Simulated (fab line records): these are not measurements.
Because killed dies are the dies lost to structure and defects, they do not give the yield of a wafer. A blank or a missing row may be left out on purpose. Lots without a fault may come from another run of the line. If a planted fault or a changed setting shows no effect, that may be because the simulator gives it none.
Which of the tools did it? :: flow gf180mcu :: Sampling: 24 lots, 72 wafers, 5 of 602 route steps

## WHAT EACH GAUGE READ, for each wafer
GF_V2_RS_MEAS_24: a four-point-probe measurement. Usual: for V2_W_RS the level is 0.327 ohm/sq and the standard deviation is 0.0044.
lot: L074
measured: day 20 06:50
on: filmMetro-02
V2_W_RS (ohm/sq): 0.323 0.331 0.323
flag: 

lot: L075
measured: day 20 20:25
on: filmMetro-04
V2_W_RS (ohm/sq): 0.323 0.329 0.326
flag: 

lot: L076
measured: day 21 07:07
on: filmMetro-04
V2_W_RS (ohm/sq): 0.327 0.322 0.328
flag: 

lot: L077
measured: day 21 12:34
on: filmMetro-01
V2_W_RS (ohm/sq): 0.330 0.334 0.332
flag: 

lot: L078
measured: day 21 18:40
on: filmMetro-02
V2_W_RS (ohm/sq): 0.330 0.336 0.333
flag: 

lot: L079
measured: day 22 03:58
on: filmMetro-04
V2_W_RS (ohm/sq): 0.334 0.332 0.329
flag: 

lot: L080
measured: day 22 14:49
on: filmMetro-02
V2_W_RS (ohm/sq): 0.320 0.326 0.326
flag: 

lot: L081
measured: day 22 18:32
on: filmMetro-04
V2_W_RS (ohm/sq): 0.332 0.330 0.333
flag: 

lot: L082
measured: day 23 08:07
on: filmMetro-04
V2_W_RS (ohm/sq): 0.324 0.322 0.324
flag: 

lot: L083
measured: day 23 14:59
on: filmMetro-04
V2_W_RS (ohm/sq): 0.332 0.327 0.325
flag: 

lot: L084
measured: day 24 01:17
on: filmMetro-04
V2_W_RS (ohm/sq): 0.320 0.320 0.320
flag: 

lot: L085
measured: day 24 07:16
on: filmMetro-01
V2_W_RS (ohm/sq): 0.325 0.319 0.319
flag: 

lot: L086
measured: day 24 22:49
on: filmMetro-01
V2_W_RS (ohm/sq): 0.324 0.317 0.321
flag: 

lot: L087
measured: day 25 02:13
on: filmMetro-04
V2_W_RS (ohm/sq): 0.322 0.327 0.330
flag: 

lot: L088
measured: day 25 09:01
on: filmMetro-01
V2_W_RS (ohm/sq): 0.332 0.324 0.328
flag: 

lot: L089
measured: day 25 17:05
on: filmMetro-02
V2_W_RS (ohm/sq): 0.332 0.321 0.323
flag: 

lot: L090
measured: day 25 22:50
on: filmMetro-02
V2_W_RS (ohm/sq): 0.327 0.328 0.331
flag: 

lot: L091
measured: day 26 08:20
on: filmMetro-01
V2_W_RS (ohm/sq): 0.324 0.324 0.332
flag: 

lot: L092
measured: day 26 14:12
on: filmMetro-01
V2_W_RS (ohm/sq): 0.332 0.329 0.335
flag: 

lot: L093
measured: day 26 23:24
on: filmMetro-01
V2_W_RS (ohm/sq): 0.334 0.327 0.332
flag: 

lot: L094
measured: day 27 06:46
on: filmMetro-02
V2_W_RS (ohm/sq): 0.330 0.323 0.331
flag: 

lot: L095
measured: day 27 14:10
on: filmMetro-02
V2_W_RS (ohm/sq): 0.324 0.331 0.323
flag: 

lot: L096
measured: day 27 16:04
on: filmMetro-02
V2_W_RS (ohm/sq): 0.322 0.329 0.329
flag: 

lot: L097
measured: day 28 00:11
on: filmMetro-02
V2_W_RS (ohm/sq): 0.325 0.331 0.326
flag: 

GF_MIM_THK_MEAS_11: measures by xrf. Usual: for MIM_ALCU_THK the level is 202.7 nm and the standard deviation is 2.4.
lot: L074
measured: day 24 11:51
on: filmMetro-02
MIM_ALCU_THK (nm): 203.8 201.3 203.3
flag: 

lot: L075
measured: day 25 00:55
on: filmMetro-02
MIM_ALCU_THK (nm): 198.4 203.1 202.2
flag: 

lot: L076
measured: day 25 09:29
on: filmMetro-01
MIM_ALCU_THK (nm): 201.4 200.5 202.4
flag: 

lot: L077
measured: day 25 12:32
on: filmMetro-01
MIM_ALCU_THK (nm): 205.7 204.7 202.3
flag: 

lot: L078
measured: day 25 18:28
on: filmMetro-03
MIM_ALCU_THK (nm): 200.7 203.8 203.9
flag: 

lot: L079
measured: day 26 03:51
on: filmMetro-02
MIM_ALCU_THK (nm): 203.1 205.4 204.4
flag: 

lot: L080
measured: day 26 14:13
on: filmMetro-02
MIM_ALCU_THK (nm): 207.4 206.8 206.1
flag: 

lot: L081
measured: day 26 16:06
on: filmMetro-03
MIM_ALCU_THK (nm): 201.1 198.8 199.0
flag: 

lot: L082
measured: day 27 06:19
on: filmMetro-02
MIM_ALCU_THK (nm): 206.0 202.9 202.8
flag: 

lot: L083
measured: day 27 11:31
on: filmMetro-03
MIM_ALCU_THK (nm): 202.5 205.9 203.3
flag: 

lot: L084
measured: day 27 20:53
on: filmMetro-01
MIM_ALCU_THK (nm): 198.2 198.8 201.5
flag: 

lot: L085
measured: day 28 02:08
on: filmMetro-02
MIM_ALCU_THK (nm): 206.3 202.9 205.5
flag: 

lot: L086
measured: day 28 14:43
on: filmMetro-03
MIM_ALCU_THK (nm): 204.1 204.4 201.3
flag: 

lot: L087
measured: day 28 20:16
on: filmMetro-02
MIM_ALCU_THK (nm): 203.0 200.7 203.6
flag: 

lot: L088
measured: day 29 02:11
on: filmMetro-01
MIM_ALCU_THK (nm): 199.6 203.8 201.3
flag: 

lot: L089
measured: day 29 08:41
on: filmMetro-02
MIM_ALCU_THK (nm): 202.6 198.7 200.1
flag: 

lot: L090
measured: day 29 14:55
on: filmMetro-01
MIM_ALCU_THK (nm): 203.0 202.9 199.4
flag: 

lot: L091
measured: day 29 22:55
on: filmMetro-03
MIM_ALCU_THK (nm): 202.1 201.9 200.0
flag: 

lot: L092
measured: day 30 04:09
on: filmMetro-02
MIM_ALCU_THK (nm): 200.9 202.7 203.3
flag: 

lot: L093
measured: day 30 12:25
on: filmMetro-03
MIM_ALCU_THK (nm): 205.7 202.0 204.0
flag: 

lot: L094
measured: day 30 19:03
on: filmMetro-01
MIM_ALCU_THK (nm): 201.5 197.1 201.5
flag: 

lot: L095
measured: day 31 01:52
on: filmMetro-02
MIM_ALCU_THK (nm): 204.2 203.2 204.1
flag: 

lot: L096
measured: day 31 03:05
on: filmMetro-02
MIM_ALCU_THK (nm): 201.2 200.2 201.4
flag: 

lot: L097
measured: day 31 10:37
on: filmMetro-01
MIM_ALCU_THK (nm): 210.1 205.9 207.3
flag: 

## WHICH TOOL RAN EACH LOT (tool, then ch and the chambers of the sampled wafers, then the start)
lot: L074
GF_V1_CMP_26: cmp-02 ch 0,1,2, day 18 04:35
GF_V2_ETCH_16: rieDiel-01 ch 0,1,2, day 20 05:54
GF_V3_SPUTTER_21: pvdSputter-02, day 22 09:31

lot: L075
GF_V1_CMP_26: cmp-01 ch 0,1, day 18 16:48
GF_V2_ETCH_16: rieDiel-03 ch 1,2, day 20 19:30
GF_V3_SPUTTER_21: pvdSputter-04, day 22 22:31

lot: L076
GF_V1_CMP_26: cmp-01 ch 1,2, day 19 03:26
GF_V2_ETCH_16: rieDiel-01 ch 0,1,3, day 21 06:15
GF_V3_SPUTTER_21: pvdSputter-01, day 23 08:31

lot: L077
GF_V1_CMP_26: cmp-01 ch 0,2,3, day 19 08:14
GF_V2_ETCH_16: rieDiel-03 ch 2,3, day 21 11:41
GF_V3_SPUTTER_21: pvdSputter-02, day 23 12:43

lot: L078
GF_V1_CMP_26: cmp-01 ch 0,1,3, day 19 14:46
GF_V2_ETCH_16: rieDiel-02 ch 0,1,2, day 21 17:44
GF_V3_SPUTTER_21: pvdSputter-01, day 23 19:05

lot: L079
GF_V1_CMP_26: cmp-01 ch 0,1,3, day 20 01:02
GF_V2_ETCH_16: rieDiel-01 ch 0,1,2, day 22 03:05
GF_V3_SPUTTER_21: pvdSputter-02, day 24 04:55

lot: L080
GF_V1_CMP_26: cmp-02 ch 0,1,3, day 20 12:25
GF_V2_ETCH_16: rieDiel-03 ch 0,2,3, day 22 13:54
GF_V3_SPUTTER_21: pvdSputter-02, day 24 15:52

lot: L081
GF_V1_CMP_26: cmp-02 ch 0,3, day 20 16:09
GF_V2_ETCH_16: rieDiel-02 ch 1,2,3, day 22 17:39
GF_V3_SPUTTER_21: pvdSputter-04, day 24 17:31

lot: L082
GF_V1_CMP_26: cmp-02 ch 1,2, day 21 06:33
GF_V2_ETCH_16: rieDiel-02 ch 1,2,3, day 23 07:12
GF_V3_SPUTTER_21: pvdSputter-02, day 25 07:58

lot: L083
GF_V1_CMP_26: cmp-01 ch 1,2,3, day 21 13:41
GF_V2_ETCH_16: rieDiel-02 ch 1,3, day 23 14:06
GF_V3_SPUTTER_21: pvdSputter-02, day 25 13:43

lot: L084
GF_V1_CMP_26: cmp-02 ch 0,2, day 22 01:05
GF_V2_ETCH_16: rieDiel-02 ch 0,1,3, day 24 00:25
GF_V3_SPUTTER_21: pvdSputter-02, day 25 23:07

lot: L085
GF_V1_CMP_26: cmp-01 ch 0,1,3, day 22 07:37
GF_V2_ETCH_16: rieDiel-03 ch 0,1, day 24 06:23
GF_V3_SPUTTER_21: pvdSputter-01, day 26 04:43

lot: L086
GF_V1_CMP_26: cmp-02 ch 0,1, day 22 22:46
GF_V2_ETCH_16: rieDiel-03 ch 0,2,3, day 24 21:47
GF_V3_SPUTTER_21: pvdSputter-02, day 26 19:39

lot: L087
GF_V1_CMP_26: cmp-02 ch 0,2,3, day 23 02:02
GF_V2_ETCH_16: rieDiel-01 ch 1,2, day 25 00:56
GF_V3_SPUTTER_21: pvdSputter-02, day 26 23:16

lot: L088
GF_V1_CMP_26: cmp-02 ch 0,1,2, day 23 09:15
GF_V2_ETCH_16: rieDiel-03 ch 0,2,3, day 25 08:08
GF_V3_SPUTTER_21: pvdSputter-04, day 27 05:34

lot: L089
GF_V1_CMP_26: cmp-02 ch 2,3, day 23 18:31
GF_V2_ETCH_16: rieDiel-02 ch 0,1,3, day 25 16:12
GF_V3_SPUTTER_21: pvdSputter-02, day 27 13:23

lot: L090
GF_V1_CMP_26: cmp-02 ch 0,1,2, day 24 01:04
GF_V2_ETCH_16: rieDiel-01 ch 0,2,3, day 25 21:54
GF_V3_SPUTTER_21: pvdSputter-04, day 27 19:25

lot: L091
GF_V1_CMP_26: cmp-01 ch 1,2, day 24 09:51
GF_V2_ETCH_16: rieDiel-01 ch 1,2, day 26 07:23
GF_V3_SPUTTER_21: pvdSputter-02, day 28 03:01

lot: L092
GF_V1_CMP_26: cmp-02 ch 2,3, day 24 16:53
GF_V2_ETCH_16: rieDiel-03 ch 0,2, day 26 13:16
GF_V3_SPUTTER_21: pvdSputter-01, day 28 09:09

lot: L093
GF_V1_CMP_26: cmp-02 ch 0,1,2, day 25 02:44
GF_V2_ETCH_16: rieDiel-01 ch 0,2,3, day 26 22:29
GF_V3_SPUTTER_21: pvdSputter-01, day 28 17:57

lot: L094
GF_V1_CMP_26: cmp-02 ch 0,2,3, day 25 10:17
GF_V2_ETCH_16: rieDiel-02 ch 0,2, day 27 05:50
GF_V3_SPUTTER_21: pvdSputter-02, day 29 01:40

lot: L095
GF_V1_CMP_26: cmp-01 ch 0,3, day 25 17:55
GF_V2_ETCH_16: rieDiel-02 ch 0,1,3, day 27 13:12
GF_V3_SPUTTER_21: pvdSputter-02, day 29 08:20

lot: L096
GF_V1_CMP_26: cmp-02 ch 0,1,2, day 25 20:29
GF_V2_ETCH_16: rieDiel-01 ch 0,1,3, day 27 15:08
GF_V3_SPUTTER_21: pvdSputter-02, day 29 09:49

lot: L097
GF_V1_CMP_26: cmp-02 ch 1,2, day 26 04:30
GF_V2_ETCH_16: rieDiel-02 ch 0,1,2, day 27 23:17
GF_V3_SPUTTER_21: pvdSputter-02, day 29 17:37
- GF_V1_CMP_26: polishes, stops on SiO2, t overpolish 15 s, target thk 0 nm.
- GF_V2_ETCH_16: etches BARC in N2/H2.
- GF_V3_SPUTTER_21: material Ti, target thk 15 nm, time 80.02 s.

## AS READ BY THE TOOLS THEMSELVES (means over the sampled wafers that have a number; for cases with no such wafer, the mark the record gives instead)
GF_V1_CMP_26. Usual: motorCurrentA 11.5 A, standard deviation 1.5; overpolishRunS 14.999 s, standard deviation 0.009; timeToEndpointS 83 s, standard deviation 5.1.
lot: L074
tool: cmp-02
motorCurrentA (A): 11.5
overpolishRunS (s): 15.000
timeToEndpointS (s): 81
flag: 

lot: L075
tool: cmp-01
motorCurrentA (A): 11.1
overpolishRunS (s): 15.001
timeToEndpointS (s): 80
flag: 

lot: L076
tool: cmp-01
motorCurrentA (A): 11.9
overpolishRunS (s): 14.990
timeToEndpointS (s): 83
flag: 

lot: L077
tool: cmp-01
motorCurrentA (A): 10.9
overpolishRunS (s): 15.003
timeToEndpointS (s): 82
flag: 

lot: L078
tool: cmp-01
motorCurrentA (A): 10.7
overpolishRunS (s): 15.009
timeToEndpointS (s): 86
flag: 

lot: L079
tool: cmp-01
motorCurrentA (A): 10.6
overpolishRunS (s): 14.998
timeToEndpointS (s): 81
flag: 

lot: L080
tool: cmp-02
motorCurrentA (A): 11.7
overpolishRunS (s): 14.996
timeToEndpointS (s): 84
flag: 

lot: L081
tool: cmp-02
motorCurrentA (A): 11.6
overpolishRunS (s): 14.994
timeToEndpointS (s): 85
flag: 

lot: L082
tool: cmp-02
motorCurrentA (A): 11.9
overpolishRunS (s): 15.004
timeToEndpointS (s): 80
flag: 

lot: L083
tool: cmp-01
motorCurrentA (A): 11.3
overpolishRunS (s): 15.006
timeToEndpointS (s): 82
flag: 

lot: L084
tool: cmp-02
motorCurrentA (A): 10.0
overpolishRunS (s): 15.002
timeToEndpointS (s): 76
flag: 

lot: L085
tool: cmp-01
motorCurrentA (A): 10.9
overpolishRunS (s): 15.009
timeToEndpointS (s): 81
flag: 

lot: L086
tool: cmp-02
motorCurrentA (A): 12.8
overpolishRunS (s): 14.991
timeToEndpointS (s): 83
flag: 

lot: L087
tool: cmp-02
motorCurrentA (A): 11.3
overpolishRunS (s): 14.993
timeToEndpointS (s): 86
flag: 

lot: L088
tool: cmp-02
motorCurrentA (A): 11.1
overpolishRunS (s): 14.988
timeToEndpointS (s): 82
flag: 

lot: L089
tool: cmp-02
motorCurrentA (A): 11.8
overpolishRunS (s): 14.998
timeToEndpointS (s): 84
flag: 

lot: L090
tool: cmp-02
motorCurrentA (A): 11.3
overpolishRunS (s): 14.997
timeToEndpointS (s): 86
flag: 

lot: L091
tool: cmp-01
motorCurrentA (A): 12.2
overpolishRunS (s): 14.996
timeToEndpointS (s): 81
flag: 

lot: L092
tool: cmp-02
motorCurrentA (A): 12.1
overpolishRunS (s): 15.003
timeToEndpointS (s): 88
flag: 

lot: L093
tool: cmp-02
motorCurrentA (A): 11.4
overpolishRunS (s): 15.007
timeToEndpointS (s): 83
flag: 

lot: L094
tool: cmp-02
motorCurrentA (A): 11.0
overpolishRunS (s): 14.997
timeToEndpointS (s): 82
flag: 

lot: L095
tool: cmp-01
motorCurrentA (A): 10.1
overpolishRunS (s): 14.997
timeToEndpointS (s): 84
flag: 

lot: L096
tool: cmp-02
motorCurrentA (A): 11.5
overpolishRunS (s): 14.999
timeToEndpointS (s): 82
flag: 

lot: L097
tool: cmp-02
motorCurrentA (A): 12.7
overpolishRunS (s): 15.004
timeToEndpointS (s): 85
flag: 

GF_V2_ETCH_16. Usual: drypumpMotorCurrentA 5.7 A, standard deviation 0.52; oesProductAu 0.854 a.u., standard deviation 0.0045; throttleValvePct 13.225 %, standard deviation 0.0096.
lot: L074
tool: rieDiel-01
drypumpMotorCurrentA (A): 5.5
oesProductAu (a.u.): 0.857
throttleValvePct (%): 13.224
flag: 

lot: L075
tool: rieDiel-03
drypumpMotorCurrentA (A): 5.1
oesProductAu (a.u.): 0.856
throttleValvePct (%): 13.224
flag: 

lot: L076
tool: rieDiel-01
drypumpMotorCurrentA (A): 5.9
oesProductAu (a.u.): 0.850
throttleValvePct (%): 13.228
flag: 

lot: L077
tool: rieDiel-03
drypumpMotorCurrentA (A): 4.9
oesProductAu (a.u.): 0.853
throttleValvePct (%): 13.221
flag: 

lot: L078
tool: rieDiel-02
drypumpMotorCurrentA (A): 5.7
oesProductAu (a.u.): 0.853
throttleValvePct (%): 13.232
flag: 

lot: L079
tool: rieDiel-01
drypumpMotorCurrentA (A): 5.6
oesProductAu (a.u.): 0.856
throttleValvePct (%): 13.216
flag: 

lot: L080
tool: rieDiel-03
drypumpMotorCurrentA (A): 5.4
oesProductAu (a.u.): 0.859
throttleValvePct (%): 13.229
flag: 

lot: L081
tool: rieDiel-02
drypumpMotorCurrentA (A): 6.0
oesProductAu (a.u.): 0.855
throttleValvePct (%): 13.223
flag: 

lot: L082
tool: rieDiel-02
drypumpMotorCurrentA (A): 6.0
oesProductAu (a.u.): 0.855
throttleValvePct (%): 13.228
flag: 

lot: L083
tool: rieDiel-02
drypumpMotorCurrentA (A): 6.0
oesProductAu (a.u.): 0.854
throttleValvePct (%): 13.217
flag: 

lot: L084
tool: rieDiel-02
drypumpMotorCurrentA (A): 5.8
oesProductAu (a.u.): 0.851
throttleValvePct (%): 13.223
flag: 

lot: L085
tool: rieDiel-03
drypumpMotorCurrentA (A): 5.6
oesProductAu (a.u.): 0.857
throttleValvePct (%): 13.223
flag: 

lot: L086
tool: rieDiel-03
drypumpMotorCurrentA (A): 5.4
oesProductAu (a.u.): 0.851
throttleValvePct (%): 13.221
flag: 

lot: L087
tool: rieDiel-01
drypumpMotorCurrentA (A): 5.5
oesProductAu (a.u.): 0.859
throttleValvePct (%): 13.224
flag: 

lot: L088
tool: rieDiel-03
drypumpMotorCurrentA (A): 5.4
oesProductAu (a.u.): 0.850
throttleValvePct (%): 13.232
flag: 

lot: L089
tool: rieDiel-02
drypumpMotorCurrentA (A): 5.7
oesProductAu (a.u.): 0.853
throttleValvePct (%): 13.226
flag: 

lot: L090
tool: rieDiel-01
drypumpMotorCurrentA (A): 6.1
oesProductAu (a.u.): 0.855
throttleValvePct (%): 13.233
flag: 

lot: L091
tool: rieDiel-01
drypumpMotorCurrentA (A): 5.5
oesProductAu (a.u.): 0.855
throttleValvePct (%): 13.232
flag: 

lot: L092
tool: rieDiel-03
drypumpMotorCurrentA (A): 5.2
oesProductAu (a.u.): 0.853
throttleValvePct (%): 13.223
flag: 

lot: L093
tool: rieDiel-01
drypumpMotorCurrentA (A): 6.1
oesProductAu (a.u.): 0.858
throttleValvePct (%): 13.224
flag: 

lot: L094
tool: rieDiel-02
drypumpMotorCurrentA (A): 5.8
oesProductAu (a.u.): 0.851
throttleValvePct (%): 13.228
flag: 

lot: L095
tool: rieDiel-02
drypumpMotorCurrentA (A): 5.8
oesProductAu (a.u.): 0.858
throttleValvePct (%): 13.229
flag: 

lot: L096
tool: rieDiel-01
drypumpMotorCurrentA (A): 5.8
oesProductAu (a.u.): 0.856
throttleValvePct (%): 13.224
flag: 

lot: L097
tool: rieDiel-02
drypumpMotorCurrentA (A): 5.7
oesProductAu (a.u.): 0.853
throttleValvePct (%): 13.219
flag: 

GF_V3_SPUTTER_21. Usual: throttleValvePct 30.2 %, standard deviation 1.1.
lot: L074
tool: pvdSputter-02
throttleValvePct (%): 30.6
flag: 

lot: L075
tool: pvdSputter-04
throttleValvePct (%): 29.9
flag: 

lot: L076
tool: pvdSputter-01
throttleValvePct (%): 29.5
flag: 

lot: L077
tool: pvdSputter-02
throttleValvePct (%): 29.8
flag: 

lot: L078
tool: pvdSputter-01
throttleValvePct (%): 29.6
flag: 

lot: L079
tool: pvdSputter-02
throttleValvePct (%): 30.6
flag: 

lot: L080
tool: pvdSputter-02
throttleValvePct (%): 30.6
flag: 

lot: L081
tool: pvdSputter-04
throttleValvePct (%): 29.7
flag: 

lot: L082
tool: pvdSputter-02
throttleValvePct (%): 29.7
flag: 

lot: L083
tool: pvdSputter-02
throttleValvePct (%): 31.9
flag: 

lot: L084
tool: pvdSputter-02
throttleValvePct (%): 31.4
flag: 

lot: L085
tool: pvdSputter-01
throttleValvePct (%): 30.5
flag: 

lot: L086
tool: pvdSputter-02
throttleValvePct (%): 30.6
flag: 

lot: L087
tool: pvdSputter-02
throttleValvePct (%): 30.4
flag: 

lot: L088
tool: pvdSputter-04
throttleValvePct (%): 30.2
flag: 

lot: L089
tool: pvdSputter-02
throttleValvePct (%): 31.6
flag: 

lot: L090
tool: pvdSputter-04
throttleValvePct (%): 29.6
flag: 

lot: L091
tool: pvdSputter-02
throttleValvePct (%): 29.7
flag: 

lot: L092
tool: pvdSputter-01
throttleValvePct (%): 29.4
flag: 

lot: L093
tool: pvdSputter-01
throttleValvePct (%): 30.6
flag: 

lot: L094
tool: pvdSputter-02
throttleValvePct (%): 30.5
flag: 

lot: L095
tool: pvdSputter-02
throttleValvePct (%): 30.9
flag: 

lot: L096
tool: pvdSputter-02
throttleValvePct (%): 30.5
flag: 

lot: L097
tool: pvdSputter-02
throttleValvePct (%): 29.7
flag: 

## THE ANSWER, worked out from the rows above alone
Rule: a lot is off if the mean of its wafers that have a number lies more than 3 standard deviations from the usual mean. A lot without any number at a reading at which 4 lots or more have one is off too. Where the step has rows for the other lots, those lots are counted as sound. The gauges are gone through in route order, then the tools' own readings, and for those a lot's mean is taken as printed above. The first step at which some lot is off is used, and at that step the reading that is off furthest; a lot without a number counts as furthest.
No lot is off on any of the readings shown, so nothing can be concluded from this.

## WHAT THE SIMULATOR HAD PUT IN
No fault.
